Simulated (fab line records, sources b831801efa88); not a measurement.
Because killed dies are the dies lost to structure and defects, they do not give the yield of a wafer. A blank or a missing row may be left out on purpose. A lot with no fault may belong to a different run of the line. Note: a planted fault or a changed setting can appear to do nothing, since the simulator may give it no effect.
Matching of chambers / flow sky130 / SKY_CONTACT_CMP_04 on cmp-02 has 4 sister chambers
The step polishes SiO2. 14 wafers are shown with their chamber, then 7 later ones without.

WAFERS WITH THEIR CHAMBER
wafer=L764.1; chamber=1; motorCurrentA (A)=10.8; timeToEndpointS (s)=83
wafer=L764.4; chamber=2; motorCurrentA (A)=15.1; timeToEndpointS (s)=76
wafer=L764.5; chamber=0; motorCurrentA (A)=11.4; timeToEndpointS (s)=80
wafer=L766.1; chamber=2; motorCurrentA (A)=14.8; timeToEndpointS (s)=82
wafer=L766.3; chamber=0; motorCurrentA (A)=10.9; timeToEndpointS (s)=82
wafer=L766.6; chamber=2; motorCurrentA (A)=14.6; timeToEndpointS (s)=81
wafer=L768.3; chamber=0; motorCurrentA (A)=11.1; timeToEndpointS (s)=79
wafer=L768.5; chamber=1; motorCurrentA (A)=10.4; timeToEndpointS (s)=82
wafer=L768.6; chamber=0; motorCurrentA (A)=11.7; timeToEndpointS (s)=73
wafer=L767.2; chamber=1; motorCurrentA (A)=11.1; timeToEndpointS (s)=81
wafer=L767.3; chamber=3; motorCurrentA (A)=12.5; timeToEndpointS (s)=85
wafer=L767.4; chamber=0; motorCurrentA (A)=11.9; timeToEndpointS (s)=82
wafer=L769.3; chamber=1; motorCurrentA (A)=11.2; timeToEndpointS (s)=79
wafer=L769.5; chamber=0; motorCurrentA (A)=11.5; timeToEndpointS (s)=82

SIGNATURES, as means of the wafers listed above
reading=motorCurrentA; chamber 0=11.417; chamber 1=10.875; chamber 2=14.833; chamber 3=12.500; scatter within a chamber=0.347
reading=timeToEndpointS; chamber 0=79.67; chamber 1=81.25; chamber 2=79.67; chamber 3=85.00; scatter within a chamber=3.01
Rule: a wafer's distance from a chamber is the root of the sum, over the readings, of the square of ((its reading less the chamber's mean) divided by the reading's scatter). The wafer belongs to the nearest chamber; if the next one is less than 2 further off, it can't be placed. The scatter is the square root of a quotient: the sum, over the shown wafers, of each reading's squared deviation from its chamber's mean, divided by wafers minus chambers.

WAFERS WITHOUT THEIR CHAMBER
wafer=L769.6; motorCurrentA (A)=11.2; timeToEndpointS (s)=83
wafer=L771.1; motorCurrentA (A)=12.1; timeToEndpointS (s)=86
wafer=L771.2; motorCurrentA (A)=11.6; timeToEndpointS (s)=84
wafer=L771.6; motorCurrentA (A)=12.2; timeToEndpointS (s)=81
wafer=L778.1; motorCurrentA (A)=12.0; timeToEndpointS (s)=80
wafer=L778.4; motorCurrentA (A)=11.2; timeToEndpointS (s)=82
wafer=L778.5; motorCurrentA (A)=11.2; timeToEndpointS (s)=83

CHAMBER TAKEN BY EACH
wafer=L769.6; from the rows above=can't be placed: 1 or 0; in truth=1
wafer=L771.1; from the rows above=can't be placed: 3 or 0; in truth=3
wafer=L771.2; from the rows above=can't be placed: 0 or 1 or 3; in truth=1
wafer=L771.6; from the rows above=can't be placed: 3 or 0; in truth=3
wafer=L778.1; from the rows above=can't be placed: 0 or 3 or 1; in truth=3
wafer=L778.4; from the rows above=can't be placed: 1 or 0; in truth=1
wafer=L778.5; from the rows above=can't be placed: 1 or 0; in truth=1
Correctly placed: 0 of 7. From these rows, 7 cannot be placed; in 7 the true chamber is one of the candidates. Number placed wrongly: 0.
